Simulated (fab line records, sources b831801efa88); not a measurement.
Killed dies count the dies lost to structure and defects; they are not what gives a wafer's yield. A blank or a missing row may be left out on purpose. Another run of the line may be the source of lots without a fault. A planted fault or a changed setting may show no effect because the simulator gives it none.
The tool behind it: which one?    flow sfq line    15 lots, 45 wafers sampled, at 4 steps of a route of 325

## WHAT THE GAUGES SHOWED, per wafer
SFQ_I6_BOW_MEAS_941. Usual: I6_BOW 7 um, standard deviation 13.
lot   measured      on             I6_BOW (um)  flag
L290  day 64 16:05  film metro-01  3 9 -6       
L291  day 65 07:40  film metro-03  2 8 12       
L293  day 66 10:05  film metro-01  -3 -3 0      
L294  day 66 12:31  film metro-04  -8 -4 -6     
L296  day 66 23:18  film metro-03  -5 -5 -9     
L297  day 67 04:04  film metro-04  -6 -4 7      
L300  day 69 03:53  film metro-04  20 7 26      
L301  day 69 09:56  film metro-01  18 24 24     
L302  day 69 18:17  film metro-03  -4 -11 -1    
L303  day 70 07:59  film metro-03  31 22 2      
L305  day 70 17:22  film metro-01  15 23 20     
L307  day 72 00:17  film metro-03  15 5 18      
L309  day 73 16:23  film metro-03  25 14 19     
L310  day 73 18:43  film metro-04  -5 -4 -2     
L312  day 74 00:08  film metro-04  1 2 -16      

## EACH LOT AND THE TOOL THAT RAN IT (in order: tool; ch and the chambers of the sampled wafers; start)
lot   SFQ_TRILAYER_L0_VIA_ETCH_VIA_ETCH_016  SFQ_TRILAYER_M0_STRIP_STRIP_025    SFQ_TRILAYER_JJ_CE_STRIP_STRIP_120
L290  rie diel-04 ch 2,3, day 5 10:29        rie metal-01 ch 0,1, day 7 09:32   rie metal-03 ch 0,1, day 41 14:06
L291  rie diel-04 ch 0,3, day 5 16:29        rie metal-02 ch 0,1, day 7 15:32   rie metal-04 ch 0,1, day 42 05:42
L293  rie diel-03 ch 0,1,2, day 6 03:19      rie metal-02 ch 0,1, day 8 05:44   rie metal-03 ch 0,1, day 43 02:17
L294  rie diel-04 ch 0,3, day 6 08:05        rie metal-02 ch 0,1, day 8 10:56   rie metal-03 ch 0,1, day 43 08:18
L296  rie diel-02 ch 0,1,2, day 6 15:23      rie metal-02 ch 0,1, day 8 19:10   rie metal-04 ch 0,1, day 43 23:54
L297  rie diel-04 ch 0,2, day 6 23:47        rie metal-02 ch 0,1, day 9 05:46   rie metal-03 ch 0,1, day 44 13:16
L300  rie diel-03 ch 0,2,3, day 7 12:59      rie metal-01 ch 0,1, day 9 20:10   rie metal-02 ch 0,1, day 47 12:22
L301  rie diel-02 ch 0,1, day 7 20:11        rie metal-02 ch 0,1, day 10 03:34  rie metal-02 ch 0,1, day 47 18:36
L302  rie diel-02 ch 0,2,3, day 8 03:11      rie metal-01 ch 0,1, day 10 11:46  rie metal-02 ch 0,1, day 47 23:10
L303  rie diel-04 ch 0,1,2, day 8 07:59      rie metal-04 ch 0,1, day 10 16:34  rie metal-03 ch 0,1, day 48 14:52
L305  rie diel-02 ch 0,2,3, day 9 00:50      rie metal-01 ch 0,1, day 11 10:46  rie metal-03 ch 0,1, day 49 05:32
L307  rie diel-04 ch 0,1,3, day 9 11:37      rie metal-04 ch 1, day 11 20:58    rie metal-04 ch 0,1, day 57 10:58
L309  rie diel-04 ch 0,1, day 9 22:25        rie metal-01 ch 0,1, day 12 07:55  rie metal-04 ch 0,1, day 58 02:46
L310  rie diel-04 ch 1,2,3, day 10 06:49     rie metal-01 ch 0,1, day 12 12:31  rie metal-04 ch 0,1, day 58 11:43
L312  rie diel-04 ch 0,2, day 10 20:01       rie metal-02 ch 0, day 12 23:19    rie metal-04 ch 0,1, day 59 08:07
- SFQ_TRILAYER_L0_VIA_ETCH_VIA_ETCH_016: etches SiO2 in CHF3, stops on MoNx KI, target depth 80 nm.
- SFQ_TRILAYER_M0_STRIP_STRIP_025: strips in O2.
- SFQ_TRILAYER_JJ_CE_STRIP_STRIP_120: strips in O2.

## WHAT THE TOOLS THEMSELVES READ (means of the sampled wafers that have a number; where no wafer has one, the mark that the record gives instead)
SFQ_TRILAYER_L0_VIA_ETCH_VIA_ETCH_016. Usual: bias w 79.98 W, standard deviation 0.23; chamber pressure mTorr 30.002 mTorr, standard deviation 0.026; drypump motor current A 5.57 A, standard deviation 0.24; oes product au 0.843 a.u., standard deviation 0.0077.
lot   tool         bias w (W)  chamber pressure mTorr (mTorr)  drypump motor current A (A)  oes product au (a.u.)  flag
L290  rie diel-04  80.07       30.010                          5.79                         0.853                  
L291  rie diel-04  80.12       29.979                          5.72                         0.838                  
L293  rie diel-03  79.94       30.012                          5.61                         0.837                  
L294  rie diel-04  80.09       29.995                          5.73                         0.838                  
L296  rie diel-02  79.89       30.020                          5.38                         0.855                  
L297  rie diel-04  80.03       29.985                          5.73                         0.845                  
L300  rie diel-03  79.94       30.005                          5.66                         0.847                  
L301  rie diel-02  -           -                               -                            -                      OFF
L302  rie diel-02  -           -                               -                            -                      OFF
L303  rie diel-04  -           -                               -                            -                      OFF
L305  rie diel-02  80.00       30.006                          5.27                         0.840                  
L307  rie diel-04  79.61       29.997                          5.59                         0.841                  
L309  rie diel-04  79.89       30.011                          5.45                         0.855                  
L310  rie diel-04  80.01       30.006                          5.64                         0.846                  
L312  rie diel-04  79.67       29.988                          5.76                         0.841                  

SFQ_TRILAYER_M0_STRIP_STRIP_025. Usual: drypump motor current A 5.6 A, standard deviation 0.46; oes product au 0.999 a.u., standard deviation 0.0077.
lot   tool          drypump motor current A (A)  oes product au (a.u.)  flag
L290  rie metal-01  5.8                          0.996                  
L291  rie metal-02  5.2                          0.990                  
L293  rie metal-02  5.2                          1.000                  
L294  rie metal-02  4.9                          0.994                  
L296  rie metal-02  4.9                          0.994                  
L297  rie metal-02  5.2                          1.003                  
L300  rie metal-01  5.8                          0.996                  
L301  rie metal-02  4.9                          1.002                  
L302  rie metal-01  5.8                          0.995                  
L303  rie metal-04  6.0                          1.004                  
L305  rie metal-01  5.6                          0.988                  
L307  rie metal-04  5.7                          1.004                  
L309  rie metal-01  5.8                          0.999                  
L310  rie metal-01  5.8                          1.006                  
L312  rie metal-02  4.7                          1.010                  

SFQ_TRILAYER_JJ_CE_STRIP_STRIP_120. Usual: drypump motor current A 5.4 A, standard deviation 0.41; oes product au 1.000 a.u., standard deviation 0.008.
lot   tool          drypump motor current A (A)  oes product au (a.u.)  flag
L290  rie metal-03  5.4                          1.004                  
L291  rie metal-04  5.8                          1.003                  
L293  rie metal-03  5.4                          1.000                  
L294  rie metal-03  5.3                          1.000                  
L296  rie metal-04  5.8                          1.001                  
L297  rie metal-03  5.4                          1.001                  
L300  rie metal-02  5.2                          0.998                  
L301  rie metal-02  5.2                          0.993                  
L302  rie metal-02  4.9                          0.991                  
L303  rie metal-03  5.4                          1.001                  
L305  rie metal-03  5.4                          1.006                  
L307  rie metal-04  6.0                          1.004                  
L309  rie metal-04  5.9                          1.014                  
L310  rie metal-04  5.8                          1.012                  
L312  rie metal-04  5.8                          1.005                  

## THE ANSWER, worked out from the rows above alone
Rule: lot off if the mean of its wafers having a number is beyond 3 standard deviations from the usual mean. A lot without any number at a reading at which 4 lots or more have one is off too. All remaining lots with rows at the step are treated as sound. First the gauges in route order, then the tools' own readings, where a lot's mean is used as printed above. The first step at which some lot is off is used, and at that step the reading that is off furthest; a lot without a number counts as furthest.
Off: L301, L302, L303, at SFQ_TRILAYER_L0_VIA_ETCH_VIA_ETCH_016 (bias w). Without a number there: L301, L302, L303.
If a tool, at that step or one of the process steps before it, ran each lot that is off and ran no sound lot following the first of them, it fits. None of those tried fits.

## WHAT THE SIMULATOR HAD INSERTED
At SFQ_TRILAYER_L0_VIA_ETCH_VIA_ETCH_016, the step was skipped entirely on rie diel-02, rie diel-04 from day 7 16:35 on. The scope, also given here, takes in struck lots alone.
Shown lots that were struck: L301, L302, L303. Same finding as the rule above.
